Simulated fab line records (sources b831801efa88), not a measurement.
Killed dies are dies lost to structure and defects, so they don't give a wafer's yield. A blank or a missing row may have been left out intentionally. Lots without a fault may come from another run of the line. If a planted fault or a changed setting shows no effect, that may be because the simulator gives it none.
Comparing a struck lot with a sound one ; flow gf180mcu ; 45 steps out of a route of 602
Sound: the wafers L261.3, L261.4, L261.6. The struck wafers were L268.1, L268.2, L268.4. The cause is given at the end.
Each step with rows lists, per side, the tool, then ch with its chambers, then its first start. Under that, the readings that differ: sound wafers ; struck wafers ; difference of the means ; sigmas: that difference in standard deviations of wafers without a fault.
alike: same words and numbers on both sides, and readings whose means sit less than 2 such deviations apart. not compared: any withheld reading, any reading some wafer has no value for, any bound like >300 that may hide the same value, and any number with overlapping values for which the record gives no deviation.
Wherever a step has rows on one side only, a row that says differs or no value, or a row with sigmas, the two part there. Numbers that have no deviation but don't overlap get no sigmas and don't part them. A reading missing from all wafers of one side parts the sides only when that side holds two or more wafers.

first, 2 steps without rows for these wafers: GF_MVSD_IMPLANT_08; GF_MVSD_IMPLANT_09.
GF_MVSD_STRIP_10: strips in O2/N2.
  sound on plasmaAsher-01 ch 0,1, day 5 11:59; struck on plasmaAsher-04 ch 0,1, day 7 04:50
reading;sound;struck;difference;sigmas
stripTimeToEndpointS (s);36.77 36.87 36.77;37.06 37.08 37.00;+0.24;+2
  alike: drypumpMotorCurrentA, heaterPowerW, oesProductAu
  not compared: rfHoursCounterH
GF_MVSD_TW_MEAS_11:
  sound on filmMetro-03, day 5 12:05; struck on filmMetro-01, day 7 04:56
  alike: MVSD_TW
then, 7 steps without rows for these wafers: GF_MVPSD_DEHYDRATE_00 (time 60 s); GF_MVPSD_HMDS_01 (prime time 60 s); GF_MVPSD_COAT_02 (resist thk 3000 nm); GF_MVPSD_SOFTBAKE_03; GF_MVPSD_EXPOSE_04 (exposes mask MVPSD, target cd 1000 nm); GF_MVPSD_PEB_05; GF_MVPSD_DEVELOP_06 (develop time 60 s).
GF_MVPSD_OVL_MEAS_07:
  sound on overlay-02, day 6 02:38; struck on overlay-01, day 7 20:49
  alike: MVPSD_OVL
GF_MVPSD_IMPLANT_08:
  sound on implanter-04 ch 0, day 6 02:43; struck on implanter-03 ch 0, day 7 20:52
reading;sound;struck;difference;sigmas
doseIonsCm2;1.499e+13 1.4973e+13 1.499e+13;1.4701e+13 1.4718e+13 1.4699e+13;-2.7833e+11;-15
next, for these wafers, 1 step has no rows: GF_MVPSD_IMPLANT_09.
GF_MVPSD_STRIP_10: strips in O2/N2.
  sound on plasmaAsher-02 ch 0,1, day 6 02:59; struck on plasmaAsher-02 ch 0,1, day 7 21:10
reading;sound;struck;difference;sigmas
stripTimeToEndpointS (s);36.77 36.81 36.72;36.98 37.06 37.09;+0.28;+3
  alike: drypumpMotorCurrentA, heaterPowerW, oesProductAu
  not compared: rfHoursCounterH
GF_MVPSD_TW_MEAS_11:
  sound on filmMetro-01, day 6 03:05; struck on filmMetro-01, day 7 21:16
reading;sound;struck;difference;sigmas
MVPSD_TW;554 556 554;546 548 549;-7;-2
then, 7 steps without rows for these wafers: GF_VT_IMPLANT_DEHYDRATE_00 (time 60 s); GF_VT_IMPLANT_HMDS_01 (prime time 60 s); GF_VT_IMPLANT_COAT_02 (resist thk 1000 nm); GF_VT_IMPLANT_SOFTBAKE_03 (time 60 s); GF_VT_IMPLANT_EXPOSE_04 (exposes mask LVPWELL LV AREA, target cd 600 nm); GF_VT_IMPLANT_PEB_05; GF_VT_IMPLANT_DEVELOP_06 (develop time 60 s).
GF_VT_IMPLANT_OVL_MEAS_07:
  sound on overlay-01, day 6 17:47; struck on overlay-01, day 8 13:49
  alike: VT_IMPLANT_OVL
next, for these wafers, 1 step has no rows: GF_VT_IMPLANT_IMPLANT_08.
GF_VT_IMPLANT_STRIP_09: strips in O2/N2.
  sound on plasmaAsher-03 ch 0,1, day 6 17:59; struck on plasmaAsher-03 ch 0,1, day 8 14:01
  alike: drypumpMotorCurrentA, heaterPowerW, oesProductAu, stripTimeToEndpointS
  not compared: rfHoursCounterH
GF_VT_IMPLANT_TW_MEAS_10:
  sound on filmMetro-04, day 6 18:05; struck on filmMetro-01, day 8 14:07
  alike: VT_IMPLANT_TW
then, 7 steps without rows for these wafers: GF_VT_IMPLANT_DEHYDRATE_11 (time 60 s); GF_VT_IMPLANT_HMDS_12 (prime time 60 s); GF_VT_IMPLANT_COAT_13 (resist thk 1000 nm); GF_VT_IMPLANT_SOFTBAKE_14 (time 60 s); GF_VT_IMPLANT_EXPOSE_15 (exposes mask Nwell LV AREA, target cd 860 nm); GF_VT_IMPLANT_PEB_16; GF_VT_IMPLANT_DEVELOP_17 (develop time 60 s).
GF_VT_IMPLANT_OVL_MEAS_18:
  sound on overlay-02, day 7 10:02; struck on overlay-02, day 9 06:19
  alike: VT_IMPLANT_01_OVL
next, for these wafers, 1 step has no rows: GF_VT_IMPLANT_IMPLANT_19.
GF_VT_IMPLANT_STRIP_20: strips in O2/N2.
  sound on plasmaAsher-03 ch 0,1, day 7 10:14; struck on plasmaAsher-04 ch 0,1, day 9 06:29
  alike: drypumpMotorCurrentA, heaterPowerW, oesProductAu, stripTimeToEndpointS
  not compared: rfHoursCounterH
GF_VT_IMPLANT_TW_MEAS_21:
  sound on filmMetro-01, day 7 10:20; struck on filmMetro-01, day 9 06:35
  alike: VT_IMPLANT_2_TW
then, 4 steps without rows for these wafers: GF_VT_IMPLANT_DEHYDRATE_22 (time 60 s); GF_VT_IMPLANT_HMDS_23 (prime time 60 s); GF_VT_IMPLANT_COAT_24 (resist thk 1000 nm); GF_VT_IMPLANT_SOFTBAKE_25 (time 60 s).
GF_VT_IMPLANT_RS_MEAS_49: measures by four-point-probe.
  sound on filmMetro-02, day 8 20:24; struck on filmMetro-02, day 10 18:57
reading;sound;struck;difference;sigmas
MVPSD_RS (ohm/sq);1164.6 1167.0 1165.1;1182.9 1182.4 1188.0;+18.9;+8
  not compared: hold
GF_VT_IMPLANT_WET_ETCH_50: etches SiO2 in dHF, target depth 20 nm, time 400 s.
  sound on wetBench-03 ch 3, day 8 20:29; struck on wetBench-02 ch 3, day 10 20:56
reading;sound;struck;difference;sigmas
hold;- - -;awaitDispo/1.6h/release awaitDispo/1.6h/release awaitDispo/1.6h/release;no value on the sound wafers;
-- here the record skips 22 days between the struck wafers' starts before and after, leaving off in module VT_IMPLANT and picking up in module PASSIVATION (first step shown: number 602 of the route) --
GF_PASSIVATION_PROBE_99:
  record: rows for the struck wafers here (prober-02, day 32 17:22), none for the sound ones

== WHERE THEY PART ==
Earliest at GF_MVSD_STRIP_10; latest, in this record, at GF_PASSIVATION_PROBE_99.

WHY: what the simulator had put in
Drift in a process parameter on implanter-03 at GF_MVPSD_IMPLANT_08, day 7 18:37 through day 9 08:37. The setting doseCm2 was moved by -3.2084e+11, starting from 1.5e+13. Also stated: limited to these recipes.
